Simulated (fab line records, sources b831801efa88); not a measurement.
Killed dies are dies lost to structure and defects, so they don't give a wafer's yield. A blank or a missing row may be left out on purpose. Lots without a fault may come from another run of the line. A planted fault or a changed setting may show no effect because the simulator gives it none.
Chamber matching | flow sky130 | SKY_VIA1_CMP_24 on cmp-01: 4 sister chambers
The step polishes, stops on SiO2, t overpolish 15 s, target thk 0 nm. 16 wafers are shown with their chamber, then 8 later ones without.

WAFERS WITH THEIR CHAMBER
wafer  | chamber | motor_current_A (A) | time_to_endpoint_s (s) | edge_zone_pressure_frac
L101.2 | 1       | 10.1                | 63                     | 1.004
L101.3 | 0       | 11.2                | 69                     | 0.999
L101.6 | 1       | 10.3                | 60                     | 0.997
L103.2 | 3       | 12.5                | 58                     | 1.008
L103.4 | 2       | 11.1                | 57                     | 1.009
L103.6 | 0       | 11.0                | 73                     | 0.993
L110.1 | 0       | 11.1                | 73                     | 0.993
L110.2 | 3       | 12.5                | 64                     | 1.003
L110.3 | 2       | 11.0                | 68                     | 0.995
L111.2 | 3       | 12.8                | 63                     | 1.001
L111.3 | 2       | 11.2                | 61                     | 0.995
L111.6 | 2       | 11.5                | 66                     | 0.996
L112.2 | 1       | 9.6                 | 63                     | 0.999
L112.4 | 3       | 12.4                | 64                     | 1.003
L112.6 | 0       | 10.9                | 70                     | 1.002
L117.2 | 0       | 10.7                | 69                     | 0.998

SIGNATURES (means of the wafers above)
reading                 | chamber 0 | chamber 1 | chamber 2 | chamber 3 | scatter within a chamber
motor_current_A         | 10.980    | 10.000    | 11.200    | 12.550    | 0.231
time_to_endpoint_s      | 70.80     | 62.00     | 63.00     | 62.25     | 3.18
edge_zone_pressure_frac | 0.99700   | 1.00000   | 0.99875   | 1.00375   | 0.00461
Rule: a wafer's distance from a chamber is the root of the sum, over the readings, of the square of ((its reading less the chamber's mean) divided by the reading's scatter). The wafer belongs to the nearest chamber; if the next one is less than 2 further off, it can't be placed. The scatter: the root of (the sum of the squares of (reading less its chamber's mean) over the shown wafers, divided by (wafers less chambers)).

WAFERS WITHOUT THEIR CHAMBER
wafer  | motor_current_A (A) | time_to_endpoint_s (s) | edge_zone_pressure_frac
L117.3 | 10.1                | 63                     | 1.009
L117.5 | 11.2                | 62                     | 1.000
L121.2 | 10.9                | 67                     | 0.989
L121.4 | 9.7                 | 59                     | 0.998
L121.5 | 13.6                | 60                     | 0.999
L123.1 | 11.9                | 63                     | 1.002
L123.3 | 12.6                | 63                     | 1.003
L123.6 | 9.5                 | 64                     | 1.000

WHICH CHAMBER EACH WENT THROUGH
wafer  | from the rows above          | in truth
L117.3 | 1                            | 1
L117.5 | 2                            | 2
L121.2 | can't be placed: 0 or 2      | 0
L121.4 | 1                            | 1
L121.5 | 3                            | 3
L123.1 | can't be placed: 3 or 2 or 0 | 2
L123.3 | 3                            | 3
L123.6 | 1                            | 1
Placed correctly: 6 of 8. Can't be placed from these rows: 2 (the true chamber is among the candidates in 2). Placed wrongly: 0.
